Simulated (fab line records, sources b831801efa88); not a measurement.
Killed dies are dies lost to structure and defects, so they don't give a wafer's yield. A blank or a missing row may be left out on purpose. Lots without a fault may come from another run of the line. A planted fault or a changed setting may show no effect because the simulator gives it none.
fab line records | flow sky130
record lots=7 wafers=21 last_day=50
route steps=708 shown LOCAL_INTERCONNECT@405 CONTACT@406 PAD_OPEN@708
lots that met no fault: from a run of the same line without faults
start_h: hours from the record's first day to the start of the lot's first wafer shown | wait_h: hours since the lot's step before | " the same as in the row above | L1.1+2: a row that stands for several wafers | - no value, or no start given | * or withheld: withheld | < > ~ a bound
route shown NAME@n: a module of which the file shows steps, and the number in the route of the first | usual: mean/standard deviation of fault-free wafers | same: alike in all rows | chamber/n: place in a boat | sites: the reading at each site | _std_site: their standard deviation | _edge_site: outer sites' mean less inner sites' | radius_mm: how far each site lies from the wafer's centre | mask NAME#n: copy n | behind: the tool/chamber that last shaped the wafer | hold: why the lot was held/for how many hours/how that ended | device: the transistor (n, p or np) that didn't switch | end of line: the same wafers' tests at the end of the route | a step without rows: its recipe alone | killed: dies lost to structure and defects at the first sort, not the wafer's yield | map: a wafer's dies, x killed, . not, _ none there
set.NAME: the setting as run; set.NAME@STEP: as run at that earlier step | model.NAME: the simulator's own value behind a step, which no gauge read
lots at some steps of the route; a table a step, a row a wafer
services: from which hour (start_h, from the record's first day; less than 0 if before it) a tool's chamber was out of use, for how many hours, and why
## steps
# step SKY_LOCAL_INTERCONNECT_CLEAN_18
# recipe chemistry=O3/DIW dry=n2_spin
# step SKY_CONTACT_CVD_00
# recipe material=Si3N4 target_thk_nm=75 temp_c=400 time_s=withheld rf_w=450
# usual heater_power_w=705/120
# columns lot.wafer tool chamber start_h wait_h heater_power_w
L490.2 pecvd-03 1 718.34 0.0 789
L490.4 " 0 " " 541
L490.6 " 1 " " 806
L494.2 pecvd-03 0 746.22 0.0 524
L494.3 " 0 " " 532
L494.5 " 0 " " 528
L497.1 pecvd-03 2 771.27 0.0 822
L497.5 " 1 " " 680
L497.6 " 2 " " 837
L498.2 pecvd-02 0 778.46 0.0 721
L498.3 " 1 " " 701
L498.5 " 1 " " 694
L499.2 pecvd-03 2 785.55 0.0 821
L499.4 " 2 " " 834
L499.5 " 2 " " 829
L504.1 pecvd-02 1 827.95 0.0 825
L504.2 " 0 " " 795
L504.3 " 2 " " 674
L510.1 pecvd-03 2 870.19 0.0 787
L510.3 " 1 " " 747
L510.5 " 2 " " 781
# step SKY_CONTACT_THK_MEAS_01
# recipe reads=Si3N4_of_CONTACT_CVD_00
# usual CONTACT_CVD_00_THK=74.7/0.96
# columns lot.wafer tool chamber start_h wait_h CONTACT_CVD_00_THK[nm]
L490.2 film_metro-04 - 718.38 - 73.9
L490.4 " - " " 74.2
L490.6 " - " " 75.5
L494.2 film_metro-04 - 746.28 - 73.9
L494.3 " - " " 75.5
L494.5 " - " " 74.8
L497.1 film_metro-04 - 771.30 - 73.0
L497.5 " - " " 74.8
L497.6 " - " " 74.7
L498.2 film_metro-01 - 778.50 - 74.0
L498.3 " - " " 74.1
L498.5 " - " " 74.7
L499.2 film_metro-01 - 785.61 - 73.6
L499.4 " - " " 75.3
L499.5 " - " " 74.9
L504.1 film_metro-03 - 827.98 - 74.6
L504.2 " - " " 74.6
L504.3 " - " " 75.1
L510.1 film_metro-01 - 870.22 - 74.2
L510.3 " - " " 74.6
L510.5 " - " " 75.4
# step SKY_CONTACT_HDPCVD_02
# recipe material=SiO2 target_thk_nm=565 sigma_open_frac=0.3 time_s=94.2 temp_c=600 sih4_flow_sccm=60 pressure_mtorr=6
# step SKY_CONTACT_THK_MEAS_03
# recipe reads=SiO2_of_CONTACT_HDPCVD_02
# usual CONTACT_HDPCVD_THK=565/5.4
# columns lot.wafer tool chamber start_h wait_h CONTACT_HDPCVD_THK[nm]
L490.2 film_metro-03 - 718.51 0.0 557
L490.4 " - " " 557
L490.6 " - " " 561
L494.2 film_metro-04 - 746.41 0.0 566
L494.3 " - " " 568
L494.5 " - " " 569
L497.1 film_metro-03 - 771.43 0.0 560
L497.5 " - " " 570
L497.6 " - " " 563
L498.2 film_metro-03 - 778.63 0.0 570
L498.3 " - " " 565
L498.5 " - " " 568
L499.2 film_metro-01 - 785.74 0.0 567
L499.4 " - " " 564
L499.5 " - " " 563
L504.1 film_metro-01 - 828.11 0.0 557
L504.2 " - " " 566
L504.3 " - " " 560
L510.1 film_metro-04 - 870.35 0.0 565
L510.3 " - " " 571
L510.5 " - " " 571
# step SKY_CONTACT_CMP_04
# recipe material=SiO2 down_force_psi=4 platen_rpm=60 pad_velocity_m_s=0.94248
# usual motor_current_A=12.9/1 time_to_endpoint_s=84/4.6
# columns lot.wafer tool chamber start_h wait_h motor_current_A time_to_endpoint_s
L490.4 cmp-02 2 718.56 0.0 13.4 77
L490.2 " 0 " " 12.9 84
L490.6 " 2 " " 13.2 78
L494.3 cmp-02 3 746.80 0.4 13.9 92
L494.2 " 0 " " 13.0 84
L494.5 " 1 " " 13.6 79
L497.1 cmp-01 2 771.64 0.2 14.2 77
L497.5 " 3 " " 12.1 87
L497.6 " 0 " " 10.3 76
L498.2 cmp-02 0 778.78 0.1 12.4 85
L498.3 " 1 " " 13.2 83
L498.5 " 3 " " 14.6 91
L499.2 cmp-02 0 785.79 0.0 12.3 87
L499.4 " 2 " " 13.0 76
L499.5 " 1 " " 12.7 79
L504.1 cmp-01 2 828.17 0.1 13.5 82
L504.3 " 0 " " 11.1 84
L504.2 " 1 " " 13.3 87
L510.1 cmp-01 1 870.46 0.1 12.7 85
L510.3 " 2 " " 13.4 87
L510.5 " 0 " " 10.9 89
# step SKY_CONTACT_BOW_MEAS_05
# recipe mode=bow
# usual CONTACT_BOW=82/6.9
# columns lot.wafer tool chamber start_h wait_h CONTACT_BOW[um]
L490.2 film_metro-01 - 718.88 0.2 73
L490.4 " - " " 82
L490.6 " - " " 85
L494.2 film_metro-04 - 747.02 0.1 91
L494.3 " - " " 81
L494.5 " - " " 76
L497.1 film_metro-01 - 771.79 0.1 85
L497.5 " - " " 90
L497.6 " - " " 87
L498.2 film_metro-04 - 779.00 0.2 83
L498.3 " - " " 83
L498.5 " - " " 79
L499.2 film_metro-04 - 786.11 0.3 75
L499.4 " - " " 82
L499.5 " - " " 74
L504.1 film_metro-01 - 828.47 0.2 72
L504.2 " - " " 85
L504.3 " - " " 92
L510.1 film_metro-01 - 870.71 0.2 89
L510.3 " - " " 72
L510.5 " - " " 85
# step SKY_CONTACT_DEHYDRATE_06
# recipe temp_c=200 time_s=60
# step SKY_CONTACT_HMDS_07
# recipe prime_time_s=60 prime_temp_c=120
# step SKY_CONTACT_COAT_08
# recipe resist=BARC temp_c=withheld time_s=withheld spin_rpm=3000 resist_thk_nm=60
# step SKY_CONTACT_COAT_09
# recipe resist=KrF-thick spin_rpm=3000 resist_thk_nm=450
# step SKY_CONTACT_SOFTBAKE_10
# recipe temp_c=100 time_s=93.38 resist=KrF-thick
# usual plate_sensor_t_centre_C=100.88/0.0095 plate_sensor_t_edge_C=100.95/0.01 softbake_temp_c=99.99/0.13
# columns lot.wafer tool chamber start_h wait_h plate_sensor_t_centre_C plate_sensor_t_edge_C softbake_temp_c
L490.2 litho_track-01 0 - - 100.89 100.98 100.01
L490.4 " 0 " " 100.87 100.95 100.07
L490.6 " 0 " " 100.88 100.96 100.20
L494.2 litho_track-01 0 - - 100.88 100.95 99.95
L494.3 " 0 " " 100.88 100.95 99.94
L494.5 " 0 " " 100.9 100.96 99.98
L497.1 litho_track-04 0 - - 100.87 100.96 100.15
L497.5 " 0 " " 100.88 100.95 100.07
L497.6 " 0 " " 100.88 100.95 100.05
L498.2 litho_track-04 0 - - 100.87 100.97 100.08
L498.3 " 0 " " 100.9 100.96 100.02
L498.5 " 0 " " 100.89 100.98 99.99
L499.2 litho_track-04 0 - - 100.88 100.96 99.99
L499.4 " 0 " " 100.88 100.95 99.93
L499.5 " 0 " " 100.89 100.95 99.84
L504.1 litho_track-03 0 - - 100.89 100.96 100.05
L504.2 " 0 " " 100.86 100.94 99.93
L504.3 " 0 " " 100.88 100.97 100.28
L510.1 litho_track-04 0 - - 100.88 100.94 99.86
L510.3 " 0 " " 100.87 100.95 99.70
L510.5 " 0 " " 100.89 100.95 99.90
# step SKY_CONTACT_EXPOSE_11
# recipe mask_id=CTM1 na=0.8 source_shape=annular sigma_inner=0.55 sigma_outer=0.85 target_cd_nm=170 dose_mj=38
# usual exposure_dose_mJ_cm2=37.99/0.04
# columns lot.wafer tool chamber start_h wait_h mask exposure_dose_mJ_cm2
L490.2 krf_scanner-01 0 733.19 - CTM1#0 37.95
L490.4 " 0 " " CTM1#0 37.99
L490.6 " 0 " " CTM1#0 38.03
L494.2 krf_scanner-02 0 760.69 - CTM1#0 38.04
L494.3 " 0 " " CTM1#0 38.01
L494.5 " 0 " " CTM1#0 37.96
L497.1 krf_scanner-02 0 785.70 - CTM1#0 34.01
L497.5 " 0 " " CTM1#0 33.98
L497.6 " 0 " " CTM1#0 33.99
L498.2 krf_scanner-01 0 792.67 - CTM1#0 37.89
L498.3 " 0 " " CTM1#0 37.94
L498.5 " 0 " " CTM1#0 37.95
L499.2 krf_scanner-02 0 800.02 - CTM1#0 34.76
L499.4 " 0 " " CTM1#0 34.85
L499.5 " 0 " " CTM1#0 34.83
L504.1 krf_scanner-02 0 841.54 - CTM1#0 35.47
L504.2 " 0 " " CTM1#0 35.59
L504.3 " 0 " " CTM1#0 35.54
L510.1 krf_scanner-01 0 884.08 - CTM1#0 37.98
L510.3 " 0 " " CTM1#0 38.03
L510.5 " 0 " " CTM1#0 38.00
# step SKY_CONTACT_PEB_12
# recipe peb_temp_c=withheld peb_time_s=withheld resist=KrF-thick
# step SKY_CONTACT_DEVELOP_13
# recipe develop_time_s=60 resist=KrF-thick dev_temp_c=21
# step SKY_CONTACT_CD_MEAS_14
# recipe target_cd_nm=170
# usual cd_nm=169.8/1.3
# columns lot.wafer tool chamber start_h wait_h hold cd_nm
L490.2 cd_sem-02 - 746.04 - - 170.0
L490.4 " - " " - 170.0
L490.6 " - " " - 171.4
L494.2 cd_sem-02 - 773.64 - - 168.6
L494.3 " - " " - 168.1
L494.5 " - " " - 167.4
L497.1 cd_sem-02 - 798.56 - await_dispo/0.2h/release 150.8
L497.5 " - " " await_dispo/0.2h/release 150.4
L497.6 " - " " await_dispo/0.2h/release 150.1
L497.1 cd_sem-02 - 798.85 0.3 - 150.9
L497.5 " - " " - 149.8
L497.6 " - " " - 149.8
L498.2 cd_sem-01 - 805.08 - - 169.6
L498.3 " - " " - 168.8
L498.5 " - " " - 170.3
L499.2 cd_sem-02 - 812.43 - await_dispo/0.2h/release 153.8
L499.4 " - " " await_dispo/0.2h/release 154.0
L499.5 " - " " await_dispo/0.2h/release 155.1
L499.2 cd_sem-02 - 812.72 0.3 - 153.9
L499.4 " - " " - 153.3
L499.5 " - " " - 155.2
L504.1 cd_sem-01 - 854.72 - await_dispo/0.2h/release 159.1
L504.2 " - " " await_dispo/0.2h/release 157.8
L504.3 " - " " await_dispo/0.2h/release 159.0
L504.1 cd_sem-01 - 855.01 0.3 - 158.8
L504.2 " - " " - 157.9
L504.3 " - " " - 158.9
L510.1 cd_sem-01 - 896.51 - - 165.9
L510.3 " - " " - 169.5
L510.5 " - " " - 168.3
# step SKY_CONTACT_OVL_MEAS_15
# usual CONTACT_OVL=0/5.6
# columns lot.wafer tool chamber start_h wait_h hold CONTACT_OVL[nm]
L490.2 overlay-02 - 746.15 0.1 - 0
L490.4 " - " " - -2
L490.6 " - " " - -4
L494.2 overlay-02 - 773.75 0.1 - 2
L494.3 " - " " - 9
L494.5 " - " " - 3
L497.1 overlay-02 - 802.84 4.0 await_dispo/3.9h/release 7
L497.5 " - " " await_dispo/3.9h/release 2
L497.6 " - " " await_dispo/3.9h/release 5
L498.2 overlay-01 - 805.19 0.1 - 10
L498.3 " - " " - 4
L498.5 " - " " - 5
L499.2 overlay-01 - 815.19 2.4 await_dispo/2.4h/release 3
L499.4 " - " " await_dispo/2.4h/release -2
L499.5 " - " " await_dispo/2.4h/release -1
L504.1 overlay-02 - 859.22 4.2 await_dispo/4.1h/release -9
L504.2 " - " " await_dispo/4.1h/release -5
L504.3 " - " " await_dispo/4.1h/release -12
L510.1 overlay-01 - 896.63 0.1 - 6
L510.3 " - " " - 1
L510.5 " - " " - -3
# step SKY_CONTACT_ETCH_16
# recipe chemistry=N2/H2 target=BARC ion_energy_ev=200 source_w=500 bias_w=100 pressure_mtorr=30 n2_flow_sccm=100 h2_flow_sccm=200 stop_on=SiO2 time_s=45.9 target_depth_a=600
# usual drypump_motor_current_A=5.7/0.31 oes_product_au=0.854/0.0045 throttle_valve_pct=13.223/0.0084
# columns lot.wafer tool chamber start_h wait_h drypump_motor_current_A oes_product_au rf_hours_counter_h throttle_valve_pct model.CONTACT.cd_nm
L490.2 rie_diel-01 2 746.18 0.0 6.1 0.854 15 13.238 170.1
L490.4 " 3 " " 6.0 0.853 19 13.232 169.7
L490.6 " 3 " " 6.0 0.852 - 13.218 171.2
L494.2 rie_diel-01 0 773.78 0.0 6.2 0.854 13 13.214 169.4
L494.3 " 3 " " 6.0 0.851 19 13.214 168.1
L494.5 " 1 " " 5.7 0.852 - 13.226 167.1
L497.1 rie_diel-03 1 802.87 0.0 6.0 0.854 33 13.245 149.8
L497.5 " 3 " " 5.6 0.854 - 13.218 149.3
L497.6 " 0 " " 5.9 0.857 - 13.233 149.9
L498.2 rie_diel-01 1 805.22 0.0 5.7 0.853 16 13.198 168.9
L498.3 " 0 " " 6.2 0.858 14 13.232 169.8
L498.5 " 3 " " 6.0 0.857 - 13.223 170.5
L499.2 rie_diel-03 2 815.22 0.0 5.4 0.860 18 13.223 154.3
L499.4 " 3 " " 5.6 0.855 5 13.217 153.1
L499.5 " 1 " " 6.0 0.857 - 13.222 155.1
L504.1 rie_diel-03 2 859.26 0.0 5.4 0.853 19 13.223 159.3
L504.2 " 1 " " 6.0 0.851 1 13.205 157.9
L504.3 " 0 " " 5.9 0.854 9 13.222 159.8
L510.1 rie_diel-02 2 896.67 0.0 5.5 0.861 11 13.221 166
L510.3 " 1 " " 6.0 0.859 11 13.222 168.3
L510.5 " 0 " " 5.8 0.856 - 13.227 168.9
# step SKY_CONTACT_ETCH_17
# recipe target=SiO2 chemistry=C4F8/O2/Ar stop_on=Si3N4 mask_material=KrF-thick source_w=1500 bias_w=1200 pressure_mtorr=40 c4f8_flow_sccm=withheld O2_flow_sccm=6 Ar_flow_sccm=300 time_s=withheld target_depth_a=3400
# usual oes_product_au=0.891/0.0047
# columns lot.wafer tool chamber start_h wait_h oes_product_au
L490.2 rie_diel-01 2 746.22 0.0 0.885
L490.4 " 3 " " 0.888
L490.6 " 3 " " 0.884
L494.2 rie_diel-01 0 773.82 0.0 0.897
L494.3 " 3 " " 0.891
L494.5 " 1 " " 0.897
L497.1 rie_diel-03 1 802.91 0.0 0.895
L497.5 " 3 " " 0.896
L497.6 " 0 " " 0.882
L498.2 rie_diel-01 1 805.26 0.0 0.899
L498.3 " 0 " " 0.889
L498.5 " 3 " " 0.893
L499.2 rie_diel-03 2 815.26 0.0 0.894
L499.4 " 3 " " 0.891
L499.5 " 1 " " 0.886
L504.1 rie_diel-03 2 859.30 0.0 0.897
L504.2 " 1 " " 0.888
L504.3 " 0 " " 0.892
L510.1 rie_diel-02 2 896.71 0.0 0.890
L510.3 " 1 " " 0.889
L510.5 " 0 " " 0.890
# step SKY_CONTACT_ETCH_18
# recipe target=Si3N4 chemistry=CHF3/O2 stop_on=TiN source_w=600 bias_w=200 pressure_mtorr=40 chf3_flow_sccm=50 O2_flow_sccm=5 time_s=39 target_depth_a=750
# usual drypump_motor_current_A=5.7/0.31 oes_product_au=0.853/0.0081 throttle_valve_pct=8.791/0.01
# columns lot.wafer tool chamber start_h wait_h drypump_motor_current_A oes_product_au rf_hours_counter_h throttle_valve_pct model.CONTACT.cd_nm
L490.2 rie_diel-01 2 - - 6.1 0.852 15 8.786 170.3
L490.4 " 3 " " 6.0 0.854 19 8.790 169.9
L490.6 " 3 " " 6.0 0.863 - 8.807 171.3
L494.2 rie_diel-01 0 - - 6.2 0.846 13 8.774 169.3
L494.3 " 3 " " 6.0 0.857 19 8.788 168.3
L494.5 " 1 " " 5.7 0.853 - 8.794 167.4
L497.1 rie_diel-03 1 - - 6.0 0.847 33 8.786 150.2
L497.5 " 3 " " 5.6 0.849 - 8.798 149.3
L497.6 " 0 " " 5.9 0.845 - 8.787 149.5
L498.2 rie_diel-01 1 - - 5.7 0.848 16 8.800 168.7
L498.3 " 0 " " 6.2 0.858 14 8.808 169.5
L498.5 " 3 " " 6.0 0.856 - 8.806 170.3
L499.2 rie_diel-03 2 - - 5.4 0.851 18 8.791 154.2
L499.4 " 3 " " 5.6 0.847 6 8.778 152.9
L499.5 " 1 " " 6.0 0.848 - 8.792 155.3
L504.1 rie_diel-03 2 - - 5.4 0.860 19 8.794 159.3
L504.2 " 1 " " 6.0 0.854 1 8.785 158.6
L504.3 " 0 " " 5.8 0.856 9 8.805 159.8
L510.1 rie_diel-02 2 - - 5.5 0.855 11 8.793 166.2
L510.3 " 1 " " 6.0 0.847 12 8.786 168.3
L510.5 " 0 " " 5.8 0.847 - 8.791 169.1
# step SKY_CONTACT_STRIP_19
# recipe chemistry=O2/N2 power_w=1372 pressure_mtorr=1500 platen_temp_c=withheld o2_flow_sccm=3000 n2_flow_sccm=300 overash_fraction=0.5
# usual drypump_motor_current_A=5.5/0.41 oes_product_au=0.381/0.0045 strip_time_to_endpoint_s=3.66/0.033
# columns lot.wafer tool chamber start_h wait_h drypump_motor_current_A oes_product_au rf_hours_counter_h strip_time_to_endpoint_s
L490.2 plasma_asher-03 0 746.31 - 4.8 0.377 60 3.68
L490.4 " 1 " " 5.0 0.378 - 3.64
L490.6 " 1 " " 5.0 0.375 - 3.64
L494.2 plasma_asher-04 0 773.91 - 5.7 0.378 3 3.63
L494.3 " 1 " " 5.7 0.377 - 3.63
L494.5 " 0 " " 5.6 0.380 - 3.69
L497.1 plasma_asher-01 0 803.15 - 6.0 0.383 97 3.59
L497.5 " 0 " " 6.0 0.376 - 3.69
L497.6 " 1 " " 5.8 0.377 - 3.62
L498.2 plasma_asher-01 1 805.35 - 5.7 0.380 97 3.68
L498.3 " 0 " " 6.0 0.378 - 3.71
L498.5 " 0 " " 6.0 0.376 - 3.61
L499.2 plasma_asher-04 1 815.35 - 5.7 0.380 7 3.65
L499.4 " 0 " " 5.6 0.391 - 3.71
L499.5 " 0 " " 5.6 0.382 - 3.68
L504.1 plasma_asher-03 1 859.39 - 5.0 0.378 72 3.64
L504.2 " 0 " " 4.9 0.380 72 3.57
L504.3 " 0 " " 4.8 0.386 - 3.62
L510.1 plasma_asher-01 1 896.80 - 5.7 0.378 104 3.67
L510.3 " 1 " " 5.7 0.378 - 3.72
L510.5 " 0 " " 6.0 0.380 - 3.67
# step SKY_PAD_OPEN_PROBE_99
# usual killed_at_M0_to_M3=43/7.1 killed_at_M4_up=3.0/1.9 killed_at_contacts=24/5 killed_at_front_end=15/4.3 killed_at_other=0.3/0.5 killed_dies=85/9.6 killed_open=46/7.1 killed_short=39/6.8
# same gross_dies=492 killed_at_back_side=0
# columns lot.wafer tool chamber start_h wait_h hold killed_at_M0_to_M3 killed_at_M4_up killed_at_contacts killed_at_front_end killed_at_other killed_dies killed_open killed_short model.etest.mcon_chain.rc_ohm
L490.2 prober-02 - 1084.03 0.1 - 29 5 28 15 1 78 49 29 16.87
L490.4 prober-02 - 1084.13 0.2 - 43 7 23 19 0 92 51 41 16.63
L490.6 prober-02 - 1084.23 0.2 - 39 5 27 14 1 86 49 37 15.99
L494.2 prober-02 - 1104.16 0.1 - 43 2 27 12 0 84 47 37 16.93
L494.3 prober-02 - 1104.21 0.2 - 36 1 27 11 0 75 40 35 16.9
L494.5 prober-02 - 1104.31 0.2 - 42 2 20 13 0 77 41 36 17.31
L497.1 prober-01 - 1120.82 0.1 await_dispo/1.7h/release 53 3 39 18 0 113 37 54 18.23
L497.5 prober-01 - 1121.02 0.2 await_dispo/1.7h/release 52 0 28 29 0 109 60 36 19.05
L497.6 prober-01 - 1121.07 0.2 await_dispo/1.7h/release 49 2 36 23 0 110 51 45 19.95
L498.2 prober-02 - 1129.37 0.1 - 38 7 28 11 0 84 42 42 17.74
L498.3 prober-02 - 1129.42 0.2 - 43 3 11 11 0 68 35 33 17.72
L498.5 prober-02 - 1129.52 0.2 - 32 7 27 20 1 87 38 49 17.16
L499.2 prober-01 - 1131.11 0.1 - 39 4 28 15 1 87 50 37 19.63
L499.4 prober-01 - 1131.21 0.2 - 46 3 33 7 0 89 51 36 19.64
L499.5 prober-01 - 1131.26 0.2 - 50 4 19 11 0 84 44 40 18.92
L504.1 prober-01 - 1172.49 0.1 - 41 3 26 10 0 80 38 42 18.29
L504.2 prober-01 - 1172.54 0.1 - 38 3 27 14 1 83 35 48 17.42
L504.3 prober-01 - 1172.59 0.2 - 44 1 29 18 0 92 53 39 18.34
L510.1 prober-01 - 1189.49 0.1 - 40 1 23 10 2 76 34 42 16.28
L510.3 prober-01 - 1189.59 0.2 - 56 0 27 15 0 98 59 39 16.85
L510.5 prober-01 - 1189.69 0.2 - 49 3 21 12 1 86 46 40 16.34
# killed by level:class
L490.2 CONTACT:geometric_particle:open=14 LI_CONTACT:geometric_particle:open=8 VIA1:geometric_particle:open=7 POLY_GATE:geometric_particle:short=6 VIA2:geometric_particle:open=5 VIA3:geometric_particle:open=5 METAL1:geometric_particle:short=4 FIELD_ISO:geometric_particle:open=3
L490.4 LI_CONTACT:geometric_particle:open=9 VIA3:geometric_particle:open=9 VIA1:geometric_particle:open=9 POLY_GATE:geometric_particle:short=7 VIA2:geometric_particle:open=7 POLY_GATE:geometric_particle:open=6 METAL2:geometric_particle:short=6 METAL4:geometric_particle:short=5
L490.6 VIA1:geometric_particle:open=14 LI_CONTACT:geometric_particle:open=8 CONTACT:geometric_particle:open=8 VIA2:geometric_particle:open=7 CONTACT:geometric_particle:short=6 METAL1:geometric_particle:short=5 FIELD_ISO:geometric_particle:short=4 VIA3:geometric_particle:open=4
L494.2 CONTACT:geometric_particle:open=13 VIA1:geometric_particle:open=10 VIA2:geometric_particle:open=6 METAL1:geometric_particle:short=6 VIA1:geometric_particle:short=6 CONTACT:geometric_particle:short=5 LI_CONTACT:geometric_particle:short=4 METAL1:geometric_particle:open=4
L494.3 CONTACT:geometric_particle:open=10 VIA2:geometric_particle:open=8 LI_CONTACT:geometric_particle:open=6 VIA1:geometric_particle:open=6 LI_CONTACT:geometric_particle:short=5 POLY_GATE:geometric_particle:short=4 VIA3:geometric_particle:open=4 METAL1:geometric_particle:short=4
L494.5 VIA1:geometric_particle:open=9 VIA2:geometric_particle:open=8 CONTACT:geometric_particle:open=6 LI_CONTACT:geometric_particle:open=5 METAL1:geometric_particle:short=5 POLY_GATE:geometric_particle:short=4 CONTACT:geometric_particle:short=4 LI_CONTACT:geometric_particle:short=4
L497.1 CONTACT:area_expose=22 VIA1:geometric_particle:open=11 VIA1:geometric_particle:short=9 FIELD_ISO:geometric_particle:short=6 METAL2:geometric_particle:short=6 POLY_GATE:geometric_particle:short=5 LOCAL_INTERCONNECT:geometric_particle:short=5 VIA2:geometric_particle:open=5
L497.5 CONTACT:area_expose=13 VIA1:geometric_particle:open=12 FIELD_ISO:geometric_particle:open=10 VIA2:geometric_particle:open=7 POLY_GATE:geometric_particle:open=7 CONTACT:geometric_particle:open=7 METAL2:geometric_particle:short=7 VIA3:geometric_particle:open=7
L497.6 CONTACT:area_expose=14 VIA1:geometric_particle:open=13 CONTACT:geometric_particle:open=10 FIELD_ISO:geometric_particle:short=8 METAL1:geometric_particle:short=7 FIELD_ISO:geometric_particle:open=6 VIA1:geometric_particle:short=6 METAL2:geometric_particle:short=6
L498.2 CONTACT:geometric_particle:open=12 VIA1:geometric_particle:short=9 VIA1:geometric_particle:open=7 LI_CONTACT:geometric_particle:open=6 LI_CONTACT:geometric_particle:short=5 VIA2:geometric_particle:open=5 METAL4:geometric_particle:short=5 METAL2:geometric_particle:short=4
L498.3 VIA1:geometric_particle:open=7 CONTACT:geometric_particle:open=6 VIA1:geometric_particle:short=6 VIA3:geometric_particle:short=5 VIA2:geometric_particle:open=5 VIA3:geometric_particle:open=5 METAL1:geometric_particle:short=4 METAL2:geometric_particle:short=4
L498.5 FIELD_ISO:geometric_particle:short=9 CONTACT:geometric_particle:open=9 LOCAL_INTERCONNECT:geometric_particle:short=7 METAL4:geometric_particle:short=7 METAL1:geometric_particle:short=6 VIA1:geometric_particle:open=6 METAL2:geometric_particle:short=6 VIA3:geometric_particle:open=5
L499.2 CONTACT:geometric_particle:open=12 VIA1:geometric_particle:open=8 LOCAL_INTERCONNECT:geometric_particle:short=7 METAL2:geometric_particle:short=7 VIA3:geometric_particle:open=7 POLY_GATE:geometric_particle:open=6 LI_CONTACT:geometric_particle:open=6 METAL1:geometric_particle:short=4
L499.4 LI_CONTACT:geometric_particle:open=13 VIA1:geometric_particle:open=12 CONTACT:geometric_particle:open=7 CONTACT:geometric_particle:short=7 VIA3:geometric_particle:open=7 METAL1:geometric_particle:short=5 METAL2:geometric_particle:short=5 VIA2:geometric_particle:open=4
L499.5 VIA3:geometric_particle:open=14 CONTACT:geometric_particle:open=8 VIA1:geometric_particle:open=8 METAL1:geometric_particle:short=7 METAL2:geometric_particle:short=6 FIELD_ISO:geometric_particle:short=5 VIA2:geometric_particle:open=4 POLY_GATE:geometric_particle:short=3
L504.1 VIA1:geometric_particle:open=9 CONTACT:geometric_particle:open=8 LI_CONTACT:geometric_particle:open=7 VIA1:geometric_particle:short=6 METAL2:geometric_particle:short=6 CONTACT:geometric_particle:short=5 METAL1:geometric_particle:short=5 VIA2:geometric_particle:open=4
L504.2 CONTACT:geometric_particle:open=9 METAL1:geometric_particle:short=6 VIA2:geometric_particle:open=6 LI_CONTACT:geometric_particle:open=5 VIA1:geometric_particle:short=5 VIA1:geometric_particle:open=5 POLY_GATE:geometric_particle:short=4 LI_CONTACT:geometric_particle:short=4
L504.3 VIA1:geometric_particle:open=12 CONTACT:geometric_particle:open=11 LI_CONTACT:geometric_particle:open=8 VIA2:geometric_particle:open=7 POLY_GATE:geometric_particle:short=6 METAL2:geometric_particle:short=6 FIELD_ISO:geometric_particle:short=5 POLY_GATE:geometric_particle:open=5
L510.1 CONTACT:geometric_particle:open=8 VIA2:geometric_particle:open=7 CONTACT:geometric_particle:short=6 VIA1:geometric_particle:open=6 LI_CONTACT:geometric_particle:short=5 METAL1:geometric_particle:short=5 VIA3:geometric_particle:open=5 METAL2:geometric_particle:short=5
L510.3 VIA1:geometric_particle:open=16 CONTACT:geometric_particle:open=13 VIA1:geometric_particle:short=9 METAL2:geometric_particle:short=7 VIA3:geometric_particle:open=7 LI_CONTACT:geometric_particle:open=6 VIA2:geometric_particle:open=6 POLY_GATE:geometric_particle:open=4
L510.5 VIA1:geometric_particle:open=10 VIA2:geometric_particle:open=9 METAL2:geometric_particle:short=7 VIA1:geometric_particle:short=6 CONTACT:geometric_particle:open=6 LI_CONTACT:geometric_particle:open=5 CONTACT:geometric_particle:short=5 VIA2:geometric_particle:short=5
## services
# columns tool chamber start_h hours kind
rie_diel-03 1 695.95 6.3 repair
rie_diel-03 0 696.57 7.2 repair
cmp-02 - 703.43 5.7 repair
krf_scanner-02 - 706.42 4.4 pm
krf_scanner-02 - 719.98 1.3 pm
rie_diel-01 3 725.52 11.8 repair
krf_scanner-02 - 738.57 0.8 pm
rie_diel-03 1 740.47 22.8 repair
rie_diel-01 - 750.27 14.6 pm
cmp-02 - 758.67 1.4 repair
rie_diel-03 - 760.45 2.8 pm
rie_diel-03 - 767.54 14.6 pm
cmp-02 - 774.78 0.4 repair
rie_diel-01 0 784.20 4.1 repair
pecvd-03 2 791.52 6.2 repair
krf_scanner-02 - 796.42 2.0 repair
pecvd-03 0 803.46 4.1 repair
pecvd-03 1 808.37 20.6 repair
pecvd-03 - 811.68 0.9 repair
rie_diel-01 2 835.32 6.4 repair
rie_diel-01 1 850.38 42.8 repair
rie_diel-01 - 863.24 5.8 repair
rie_diel-01 0 884.90 2.1 repair
rie_diel-01 - 889.63 0.7 repair
## key
first_sign step=SKY_CONTACT_EXPOSE_11 reading=exposure_dose_mJ_cm2 direction=down sigmas=81 usual=* struck=*
effect step=SKY_CONTACT_CD_MEAS_14 reading=visit direction=added through=control_loop
effect step=SKY_CONTACT_CD_MEAS_14 reading=cd_nm direction=down sigmas=11 usual=169.8 struck=154.4 through=control_loop
model_effect step=SKY_CONTACT_ETCH_16 value=CONTACT.cd_nm without=170.6 struck=154.3
model_effect step=SKY_CONTACT_ETCH_18 value=CONTACT.cd_nm without=170.6 struck=154.3
model_effect step=SKY_PAD_OPEN_PROBE_99 value=etest.mcon_chain.rc_ohm without=16.6 struck=18.83
met_at SKY_CONTACT_EXPOSE_11
struck_wafers L497.1,L497.5,L497.6,L499.2,L499.4,L499.5,L504.1,L504.2,L504.3
tester_left_out L497,L499,L504
loop_trim step=SKY_CONTACT_EXPOSE_11 setting=dose lots=L499,L504
onset_between 760.69 785.70
fault kind=process_parameter_drift tool=krf_scanner-02 chamber=- onset_h=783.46 steps=SKY_CONTACT_EXPOSE_11 channel=dose_mj offset=-3.9936 shape=step acts_in=these_recipes_only stated=38
# tester_left_out: of these lots the tester's yield and bins aren't shown, on N5 and GAA mostly nor the transistor test; their killed dies are dies lost to structure and defects alone, not to doping, threshold or leakage, so they don't give the yield
# loop_trim: a control loop set the setting to another value than it would have without faults
